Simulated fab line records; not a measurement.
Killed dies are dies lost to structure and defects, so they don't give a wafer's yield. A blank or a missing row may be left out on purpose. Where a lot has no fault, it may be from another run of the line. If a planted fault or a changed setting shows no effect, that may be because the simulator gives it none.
The tool behind it: which one? | flow gf180mcu | 12 lots with 36 wafers sampled at 4 steps, on a route of 602 steps

## WHAT EACH GAUGE READ, for each wafer
GF_M4_CD_MEAS_14: the cd target is 280 nm. Usual: cd nm reads 280.3 nm (standard deviation 1.1).
lot  | measured     | on        | cd nm (nm)        | flag
L786 | day 23 06:46 | cd sem-02 | 281.5 281.7 281.5 |
L789 | day 24 11:37 | cd sem-02 | 280.8 279.0 280.9 |
L792 | day 25 11:33 | cd sem-01 | 280.7 280.5 281.4 |
L793 | day 25 21:33 | cd sem-01 | 278.7 279.0 279.4 |
L794 | day 26 08:14 | cd sem-01 | 282.1 283.4 282.7 |
L795 | day 26 15:11 | cd sem-02 | 280.4 280.7 280.4 |
L796 | day 26 20:33 | cd sem-01 | 280.1 281.1 280.2 |
L797 | day 27 02:11 | cd sem-02 | 279.3 280.1 279.1 |
L802 | day 28 14:35 | cd sem-02 | 280.4 280.2 287.2 |
L805 | day 29 08:00 | cd sem-01 | 280.2 279.9 281.0 |
L807 | day 30 00:03 | cd sem-02 | 280.2 280.7 280.3 |
L808 | day 30 03:44 | cd sem-02 | 279.3 280.4 280.5 |

## TOOL THAT RAN EACH LOT (tool first, then ch and the chambers of the sampled wafers, then the start)
lot  | GF_V3_ETCH_16                      | GF_V3_ETCH_17                                 | GF_M4_PEB_12
L786 | rie diel-04 ch 0,2, day 22 06:49   | rie diel-04 ch 0,2, day 23 06:26 or earlier   | litho track-01 ch 0, day 23 06:26
L789 | rie diel-03 ch 0,3, day 23 11:43   | rie diel-03 ch 0,3, day 24 11:16 or earlier   | litho track-04 ch 0, day 24 11:16
L792 | rie diel-02 ch 0,1,3, day 24 13:06 | rie diel-02 ch 0,1,3, day 25 11:12 or earlier | litho track-03 ch 0, day 25 11:12
L793 | rie diel-02 ch 1,2,3, day 24 23:22 | rie diel-02 ch 1,2,3, day 25 21:12 or earlier | litho track-01 ch 0, day 25 21:12
L794 | rie diel-04 ch 1,2, day 25 09:52   | rie diel-04 ch 1,2, day 26 07:55 or earlier   | litho track-01 ch 0, day 26 07:55
L795 | rie diel-02 ch 0,1,2, day 25 16:21 | rie diel-02 ch 0,1,2, day 26 14:50 or earlier | litho track-04 ch 0, day 26 14:50
L796 | rie diel-03 ch 0,1,2, day 25 22:28 | rie diel-03 ch 0,1,2, day 26 20:12 or earlier | litho track-01 ch 0, day 26 20:12
L797 | rie diel-03 ch 0,1,3, day 26 03:34 | rie diel-03 ch 0,1,3, day 27 01:52 or earlier | litho track-03 ch 0, day 27 01:52
L802 | rie diel-04 ch 2,3, day 27 17:03   | rie diel-04 ch 2,3, day 28 14:13 or earlier   | litho track-04 ch 0, day 28 14:13
L805 | rie diel-02 ch 0,2, day 28 12:10   | rie diel-02 ch 0,2, day 29 07:39 or earlier   | litho track-01 ch 0, day 29 07:39
L807 | rie diel-02 ch 2,3, day 29 03:46   | rie diel-02 ch 2,3, day 29 23:42 or earlier   | litho track-03 ch 0, day 29 23:42
L808 | rie diel-04 ch 0,1, day 29 07:39   | rie diel-04 ch 0,1, day 30 03:25 or earlier   | litho track-01 ch 0, day 30 03:25
- GF_V3_ETCH_16: etches BARC in N2/H2.
- GF_V3_ETCH_17: etches SiO2 in C4F8/O2/Ar, stops on TiN, target depth 635 nm.
- GF_M4_PEB_12: peb time 90 s.

## AS READ BY THE TOOLS THEMSELVES (means over the sampled wafers that have a number; for cases with no such wafer, the mark the record gives instead)
GF_V3_ETCH_16. Usual: drypump motor current A 5.5 A, standard deviation 0.36; oes product au 0.855 a.u., standard deviation 0.0048; throttle valve pct 13.225 %, standard deviation 0.0089.
lot  | tool        | drypump motor current A (A) | oes product au (a.u.) | throttle valve pct (%) | flag
L786 | rie diel-04 | 5.3                         | 0.849                 | 13.230                 |
L789 | rie diel-03 | 5.9                         | 0.850                 | 13.230                 |
L792 | rie diel-02 | 5.6                         | 0.858                 | 13.231                 |
L793 | rie diel-02 | 5.4                         | 0.853                 | 13.223                 |
L794 | rie diel-04 | 5.5                         | 0.853                 | 13.224                 |
L795 | rie diel-02 | 5.5                         | 0.857                 | 13.216                 |
L796 | rie diel-03 | 5.7                         | 0.854                 | 13.224                 |
L797 | rie diel-03 | 5.7                         | 0.861                 | 13.229                 |
L802 | rie diel-04 | 5.4                         | 0.856                 | 13.232                 |
L805 | rie diel-02 | 5.3                         | 0.863                 | 13.224                 |
L807 | rie diel-02 | 5.2                         | 0.855                 | 13.225                 |
L808 | rie diel-04 | 5.3                         | 0.853                 | 13.219                 |

GF_V3_ETCH_17. Usual: oes product au reads 0.855 a.u. (standard deviation 0.0047).
lot  | tool        | oes product au (a.u.) | flag
L786 | rie diel-04 | 0.854                 |
L789 | rie diel-03 | 0.856                 |
L792 | rie diel-02 | 0.853                 |
L793 | rie diel-02 | 0.855                 |
L794 | rie diel-04 | 0.856                 |
L795 | rie diel-02 | 0.853                 |
L796 | rie diel-03 | 0.857                 |
L797 | rie diel-03 | 0.857                 |
L802 | rie diel-04 | 0.854                 |
L805 | rie diel-02 | 0.857                 |
L807 | rie diel-02 | 0.854                 |
L808 | rie diel-04 | 0.853                 |

GF_M4_PEB_12. Usual: chill plate temp C 22.99 C, standard deviation 0.11; heater power total W 85.70 W, standard deviation 0.085.
lot  | tool           | chill plate temp C (C) | heater power total W (W) | flag
L786 | litho track-01 | 22.96                  | 85.69                    |
L789 | litho track-04 | 22.97                  | 85.63                    |
L792 | litho track-03 | 23.07                  | 85.65                    |
L793 | litho track-01 | 23.11                  | 85.73                    |
L794 | litho track-01 | 23.09                  | 85.64                    |
L795 | litho track-04 | 22.83                  | 85.68                    |
L796 | litho track-01 | 22.95                  | 85.66                    |
L797 | litho track-03 | 23.03                  | 85.73                    |
L802 | litho track-04 | 23.13                  | 88.18                    | OFF
L805 | litho track-01 | 23.09                  | 85.70                    |
L807 | litho track-03 | 22.96                  | 85.65                    |
L808 | litho track-01 | 22.96                  | 85.64                    |

## THE ANSWER, worked out from the rows above alone
Rule: lot off if the mean of its wafers having a number is beyond 3 standard deviations from the usual mean. A lot without any number at a reading at which 4 lots or more have one is off too. The other lots that the step has rows for count as sound. The gauges are gone through in route order, then the tools' own readings, and for those a lot's mean is taken as printed above. The first step at which some lot is off is used, and at that step the reading that is off furthest; a lot without a number counts as furthest.
Off, at GF_M4_PEB_12 on heater power total W: L802.
A tool fits if, at that step or a process step before it, it ran every lot that is off, and no sound lot after the first of them. Because GF_V3_ETCH_17 lacks a start for some lots, the hours and order of its lots are taken from GF_M4_PEB_12. One fits: GF_M4_PEB_12 on litho track-04. Its last sound lot is L795 (day 26 14:50), its first lot that is off L802 (day 28 14:13): a fault that began between those two fits.
The tool's own readings at GF_M4_PEB_12 bear it out: on the lots that are off they differ by more than 5 times the standard deviation of the sound lots' means. heater power total W reads 88.18 W there against 85.67 W on the sound lots.

## WHAT THE SIMULATOR HAD INSERTED
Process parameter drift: litho track-04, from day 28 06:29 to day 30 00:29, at GF_M4_PEB_12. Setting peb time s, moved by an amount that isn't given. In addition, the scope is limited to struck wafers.
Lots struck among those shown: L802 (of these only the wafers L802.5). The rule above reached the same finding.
